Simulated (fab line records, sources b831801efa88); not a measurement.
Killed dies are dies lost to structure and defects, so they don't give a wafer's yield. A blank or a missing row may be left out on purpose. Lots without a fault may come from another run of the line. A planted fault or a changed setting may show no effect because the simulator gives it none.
One fault seen from 2 desks | flow gf180mcu | each desk has only its own numbers; what lay behind them comes last

THE METROLOGY DESK
What the gauges read, lot by lot, whatever tool the lot ran on: means of the sampled wafers that have a number. A lot is out of limits, marked OUT, if its mean lies more than 4 standard deviations from the usual mean; the brackets give that distance.
Columns: A = MVSD_RS at GF_VT_IMPLANT_RS_MEAS_46, usual 457.0 ohm/sq; B = DUAL_GATE_OVL at GF_DUAL_GATE_OVL_MEAS_11, usual 1.1 nm; C = cd_nm at GF_HV_LDD_CD_MEAS_31, usual 400.2 nm
lot  | first seen here | A     | B    | C
L765 | day 7 21:46     | 457.2 | -1.4 | 398.4
L766 | day 8 05:17     | 456.6 | 0.1  | 401.3
L768 | day 8 16:33     | 457.0 | 2.6  | 399.3
L775 | day 10 17:22    | 456.8 | 2.2  | 402.5
L776 | day 10 22:48    | 457.7 | 1.3  | 399.4
L778 | day 11 11:10    | 457.6 | 0.3  | 403.2
L779 | day 11 20:49    | 455.2 | 2.6  | 400.3
L780 | day 12 01:12    | 456.7 | 2.7  | 401.2
L781 | day 12 09:48    | 458.3 | 2.2  | 401.2
L783 | day 13 00:39    | 458.2 | 1.8  | 400.0
L784 | day 13 06:05    | 458.9 | 1.8  | 396.6
L786 | day 13 18:48    | 456.6 | 0.2  | 400.3
L787 | day 14 04:59    | 460.0 | 0.4  | 395.2
This desk's finding: nothing out of limits on any of the 13 lots.

THE TOOL OWNER'S DESK: plasma_asher-01
The tool's own readings at GF_DNWELL_STRIP_08 (strips in O2/N2): means of the sampled wafers that have a number, for each lot that ran on this tool. A lot is out of limits, marked OUT, if its mean lies more than 4 standard deviations from the usual mean; the brackets give that distance.
Columns: A = chamber_pressure_mTorr at GF_DNWELL_STRIP_08, usual 1499.9 mTorr; B = drypump_motor_current_A at GF_DNWELL_STRIP_08, usual 5.8 A; C = heater_power_w at GF_DNWELL_STRIP_08, usual 340 W; D = oes_product_au at GF_DNWELL_STRIP_08, usual 0.737 a.u.; E = strip_time_to_endpoint_s at GF_DNWELL_STRIP_08, usual 35.90 s
lot  | first seen here | A      | B   | C   | D               | E
L765 | day 3 01:18     | 1500.4 | 6.0 | 323 | 0.737           | 36.03
L768 | day 3 18:11     | 1499.4 | 6.1 | 325 | 0.974 (+54) OUT | -
L780 | day 6 06:46     | 1500.0 | 5.6 | 324 | 0.743           | 35.95
L784 | day 7 05:09     | 1499.5 | 6.0 | 316 | 0.739           | 35.95
This desk's finding: out of limits on L768; first on L768, day 3 18:11 (oes_product_au at GF_DNWELL_STRIP_08). In limits: L765, L780, L784.

PUT TOGETHER
The tool owner's desk could have raised an alarm at day 3 18:11, on L768.
The metrology desk saw nothing out of limits.
The metrology desk has L768 on record, within its limits.
Of the lots named, all ran GF_DNWELL_STRIP_08 on plasma_asher-01.

WHAT THE SIMULATOR HAD PUT IN
Strip aborted: plasma_asher-01, from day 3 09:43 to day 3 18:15, at GF_DNWELL_STRIP_08. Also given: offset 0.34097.
Lots struck among those shown: L768.
Hours from the fault's start to each desk's first reading out of limits: the tool owner's desk, 8.
